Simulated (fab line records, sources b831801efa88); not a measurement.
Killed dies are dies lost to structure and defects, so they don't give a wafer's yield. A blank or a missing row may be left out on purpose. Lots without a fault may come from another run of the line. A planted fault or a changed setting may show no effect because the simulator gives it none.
Problem report in the 8D (eight disciplines) form, filled by code | flow sky130 | the parts of the form that need people (team, actions taken, sign-off) are left out

1. THE PROBLEM
cd_nm at SKY_CONTACT_CD_MEAS_14 reads a mean of 148.1 nm on 6 wafers of 2 lots; wafers without a fault read 169.9 nm with a standard deviation of 1.5. That is -15 standard deviations from the usual mean.
The step: target cd 170 nm.
First seen on wafer L651.1, day 36 18:38, on cd_sem-02. The record holds 36 wafers of 12 lots with a number at this step. Rule for "out", or "out of limits": more than 4 standard deviations from the usual mean. The other wafers with a number count as sound.

2. WHAT IT IS AND WHAT IT IS NOT
question                    | is                     | is not
which readings at this step | cd_nm                  | -
which lots                  | L651, L652             | L637, L638, L639, L640, L643, L644, L645, L653, L654, L656
which wafers of those lots  | all that have a number | -
read on which gauges        | cd_sem-02              | cd_sem-01
when                        | from day 36 18:38      | up to then (21 sound wafers); but 9 sound wafers of L653, L654, L656 came after

3. SUSPECTS, AND WHAT RULES EACH OUT
Counting: a tool at a process step up to the reading stays a suspect if it ran every lot that is out and no sound lot after the first of them.
- the gauge at SKY_CONTACT_CD_MEAS_14: kept. All the wafers that are out were read on cd_sem-02, and no step on other tools shows them out.
- krf_scanner-02 at SKY_CONTACT_EXPOSE_11 (exposes mask CTM1, target cd 170 nm): kept. It ran every lot that is out, first L651 (day 36 04:50), and no sound lot after that; its last sound lot up to then is L640 (day 32 01:38).
Left after counting: krf_scanner-02 at SKY_CONTACT_EXPOSE_11, cd_sem-02 at SKY_CONTACT_CD_MEAS_14.

4. THE CAUSE (what the simulator had put in)
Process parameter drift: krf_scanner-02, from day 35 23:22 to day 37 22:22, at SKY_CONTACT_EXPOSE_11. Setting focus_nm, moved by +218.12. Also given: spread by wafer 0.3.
Counting left 2 suspects, and this tool is among them.

5. THE CHAIN OF EFFECTS, in route order
Each row: a reading whose mean over the struck wafers that have a number lies more than 3 standard deviations from the usual. Only readings for which the record gives a usual standard deviation are gone through. hours: the time from each lot's start at the first step in this table that gives one to its start at this step, as a median over the lots. sigmas: the change in usual standard deviations.
hours | step                   | reading            | usual    | on struck wafers | change | sigmas
0     | SKY_CONTACT_CD_MEAS_14 | cd_nm              | 169.9 nm | 148.1            | -21.8  | -15
306   | SKY_PAD_OPEN_PROBE_99  | killed_at_contacts | 24       | 145              | +121   | +23
306   | SKY_PAD_OPEN_PROBE_99  | killed_dies        | 87       | 214              | +127   | +13
306   | SKY_PAD_OPEN_PROBE_99  | killed_on_rim      | 17       | 46               | +30    | +6.9
The process steps in it:
- SKY_PAD_OPEN_PROBE_99

6. WHAT WOULD HAVE CAUGHT IT SOONER
In this record the first reading out of limits at a measuring or inspecting step was taken at day 36 18:38, 19 hours after the fault began at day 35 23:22.
All the lots that are out (2) had begun SKY_CONTACT_EXPOSE_11 on krf_scanner-02 by day 36 18:38. A hold on the tool at that time would have spared none of them.
